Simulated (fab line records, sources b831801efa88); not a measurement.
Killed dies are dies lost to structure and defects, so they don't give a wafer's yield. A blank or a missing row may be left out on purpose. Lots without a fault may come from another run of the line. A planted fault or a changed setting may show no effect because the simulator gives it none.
Chamber matching | flow gf180mcu | GF_V3_CMP_04 on cmp-02: 4 sister chambers
The step polishes SiO2. 14 wafers are shown with their chamber, then 7 later ones without.

WAFERS WITH THEIR CHAMBER
wafer  | chamber | motor_current_A (A) | time_to_endpoint_s (s)
L907.2 | 1       | 13.2                | 73
L907.3 | 0       | 13.0                | 76
L907.5 | 3       | 12.6                | 87
L911.4 | 3       | 13.0                | 81
L911.5 | 3       | 13.4                | 81
L911.6 | 0       | 13.1                | 84
L912.4 | 3       | 12.9                | 89
L912.5 | 1       | 14.0                | 82
L912.6 | 2       | 14.1                | 83
L921.2 | 0       | 13.2                | 79
L921.4 | 3       | 12.6                | 88
L921.6 | 3       | 12.1                | 86
L924.3 | 1       | 13.6                | 74
L924.4 | 2       | 14.6                | 84

SIGNATURES (means of the wafers above)
reading            | chamber 0 | chamber 1 | chamber 2 | chamber 3 | scatter within a chamber
motor_current_A    | 13.100    | 13.600    | 14.350    | 12.767    | 0.379
time_to_endpoint_s | 79.67     | 76.33     | 83.50     | 85.33     | 3.78
Rule: a wafer's distance from a chamber is the root of the sum, over the readings, of the square of ((its reading less the chamber's mean) divided by the reading's scatter). The wafer belongs to the nearest chamber; if the next one is less than 2 further off, it can't be placed. The scatter: the root of (the sum of the squares of (reading less its chamber's mean) over the shown wafers, divided by (wafers less chambers)).

WAFERS WITHOUT THEIR CHAMBER
wafer  | motor_current_A (A) | time_to_endpoint_s (s)
L924.6 | 13.3                | 76
L925.1 | 13.7                | 86
L925.4 | 13.9                | 85
L925.6 | 13.4                | 86
L926.1 | 12.3                | 84
L926.4 | 14.6                | 87
L926.5 | 12.8                | 85

WHICH CHAMBER EACH WENT THROUGH
wafer  | from the rows above               | in truth
L924.6 | can't be placed: 1 or 0           | 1
L925.1 | can't be placed: 2 or 0 or 3 or 1 | 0
L925.4 | can't be placed: 2 or 1 or 0 or 3 | 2
L925.6 | can't be placed: 3 or 0 or 2 or 1 | 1
L926.1 | can't be placed: 3 or 0           | 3
L926.4 | 2                                 | 2
L926.5 | can't be placed: 3 or 0           | 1
Placed correctly: 1 of 7. Can't be placed from these rows: 6 (the true chamber is among the candidates in 5). Placed wrongly: 0.
